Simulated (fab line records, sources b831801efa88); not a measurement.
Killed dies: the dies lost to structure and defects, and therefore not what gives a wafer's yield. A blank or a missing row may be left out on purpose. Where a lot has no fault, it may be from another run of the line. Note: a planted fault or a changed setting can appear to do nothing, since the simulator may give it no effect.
Code-filled problem report in 8D (eight disciplines) form / flow gf180mcu / the parts of the form that need people (team, actions taken, sign-off) are left out

## 1. PROBLEM STATEMENT
Mean of exposure dose mJ cm2 at GF_CONTACT_EXPOSE_11: 37.20 across 6 wafers in 2 lots; on wafers with no fault it is 37.96 (standard deviation 0.041). Measured from the usual mean, that is -18 standard deviations.
The step: exposes mask Contact, target cd 220 nm.
The first sign was on wafer L215.2 at day 20 10:19, on krf scanner-02. At this step, 18 wafers from 6 lots have a number in the record. Rule for "out", or "out of limits": more than 4 standard deviations from the usual mean. The other wafers with a number count as sound.

## 2. WHAT IT IS, AND WHAT IT ISN'T
question=which readings at this step | is=exposure dose mJ cm2 | is not=-
question=which lots | is=L215, L217 | is not=L202, L205, L222, L223
question=which wafers of those lots | is=all that have a number | is not=-
question=read on which tools | is=krf scanner-02 | is not=krf scanner-01
question=when | is=from day 20 10:19 | is not=up to then (6 sound wafers); but 6 sound wafers of L222, L223 came after

## 3. WHAT RULES OUT EACH SUSPECT
Counting: a tool stays on the suspect list if, at a process step up to the reading, it processed all lots that are out and no sound lot following the first of them.
- rtp anneal-02 at GF_SALICIDE_RTA_08 (time 30 s): ruled out as a lasting fault. After its first lot that is out, L215 (day 19 21:47), sound lots L223 ran on it.
- pecvd-01 at GF_CONTACT_CVD_02 (deposits SiO2 from TEOS, target thk 860 nm, time 95.992 s): kept. All lots that are out passed through it, beginning with L215 at day 19 21:59, and no sound lot followed; its final sound lot before that point was L205 at day 16 05:12.
- cmp-02 at GF_CONTACT_CMP_04 (polishes SiO2): ruled out as a lasting fault. After its first lot that is out, L215 (day 19 22:07), sound lots L223 ran on it.
- krf scanner-02 at GF_CONTACT_EXPOSE_11 (exposes mask Contact, target cd 220 nm): kept. All lots that are out passed through it, beginning with L215 at day 20 10:19, and no sound lot followed; its final sound lot before that point was L202 at day 15 12:53. Its own exposure dose mJ cm2 readings are out on those wafers.
What counting leaves: pecvd-01 at GF_CONTACT_CVD_02 and krf scanner-02 at GF_CONTACT_EXPOSE_11.

## 4. THE CAUSE (what the simulator had put in)
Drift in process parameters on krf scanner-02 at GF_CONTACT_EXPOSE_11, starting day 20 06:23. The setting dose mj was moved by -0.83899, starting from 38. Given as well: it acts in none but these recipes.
2 suspects survive the count, and this tool is in that group.

## 5. THE EFFECT CHAIN, in route order
Rows list readings where the struck wafers' mean (over those with a number) sits beyond 3 standard deviations from the usual. Only readings whose record carries a usual standard deviation are examined. hours: median over the lots of the time between each lot's start at the first step of this table that gives one and its start at this step. sigmas: the change, counted in usual standard deviations.
hours=0; step=GF_CONTACT_EXPOSE_11; reading=exposure dose mJ cm2; usual=37.96; on struck wafers=37.20; change=-0.76; sigmas=-18
Its process steps:
- GF_CONTACT_EXPOSE_11: exposes mask Contact, target cd 220 nm.
At these later measuring or inspecting steps, every struck wafer for which the step has a row has a number for every such reading, and none has moved that far: GF_CONTACT_CD_MEAS_14, GF_CONTACT_OVL_MEAS_15.

## 6. HOW IT WOULD HAVE BEEN CAUGHT EARLIER
The fault began at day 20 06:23; the first out-of-limits reading in this record came at day 20 10:19, 4 hours later.
